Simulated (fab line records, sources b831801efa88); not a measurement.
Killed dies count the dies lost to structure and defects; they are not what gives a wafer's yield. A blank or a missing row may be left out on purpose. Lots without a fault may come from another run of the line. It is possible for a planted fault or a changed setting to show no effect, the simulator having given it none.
One fault through the eyes of 2 desks | flow gf180mcu | what lay behind the numbers comes last; until then each desk has only its own

== METROLOGY DESK ==
What the gauges read, lot by lot, whatever tool the lot ran on: means of the sampled wafers that have a number. Marked OUT: a lot whose mean sits more than 4 standard deviations from the usual mean, which makes it out of limits; the brackets give that distance.
Columns: A = V4_W_THK at GF_V4_THK_MEAS_25, usual 336 nm; B = V5_CVD_00_THK at GF_V5_THK_MEAS_01, usual 298 nm
lot  | first seen here | A   | B
L544 | day 24 18:50    | 337 | 294
L546 | day 25 06:38    | 327 | 300
L547 | day 25 08:23    | 333 | 294
L545 | day 25 10:05    | 335 | 296
L548 | day 26 00:25    | 331 | 299
L549 | day 26 04:38    | 333 | 291
L550 | day 26 20:19    | 341 | 297
L553 | day 27 09:25    | 341 | 298
L559 | day 29 04:54    | 341 | 296
L561 | day 29 23:35    | 331 | 299
L563 | day 30 10:55    | 337 | 297
L564 | day 30 16:23    | 334 | 301
L565 | day 30 18:23    | 331 | 294
Finding of this desk: none of the 13 lots has anything out of limits.

== TOOL OWNER'S DESK, litho track-04 ==
Per lot that ran on this tool, the mean of the sampled wafers carrying a number, from the tool's own readings at GF_M5_SOFTBAKE_03 (time 60 s). Marked OUT: a lot whose mean sits more than 4 standard deviations from the usual mean, which makes it out of limits; the brackets give that distance.
Columns: A = run length s at GF_M5_SOFTBAKE_03, usual 89.21 s
lot  | first seen here | A
L546 | day 26 16:04    | 89.03
L547 | day 26 16:58    | 89.01
L548 | day 27 08:04    | 88.95
L553 | day 28 17:10    | 88.89
L559 | day 30 10:19    | 97.37 (+37) OUT
L561 | day 31 04:13    | 97.18 (+36) OUT
This desk finds L559, L561 out of limits, L559 being first, at day 30 10:19 (run length s at GF_M5_SOFTBAKE_03). In limits: L546, L547, L548, L553.

== PUT TOGETHER ==
The tool owner's desk could have raised an alarm at day 30 10:19, on L559, L561.
From the metrology desk's view, nothing was out of limits.
The metrology desk has L559, L561 on record, within its limits.
GF_M5_SOFTBAKE_03 was run on litho track-04 by each of the lots named.

== WHAT WAS PUT IN BY THE SIMULATOR ==
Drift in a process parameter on litho track-04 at GF_M5_SOFTBAKE_03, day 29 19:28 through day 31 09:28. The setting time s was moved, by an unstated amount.
Lots struck among those shown: L559, L561.
How many hours passed from the start of the fault until each desk's first out-of-limits reading: the tool owner's desk, 15.
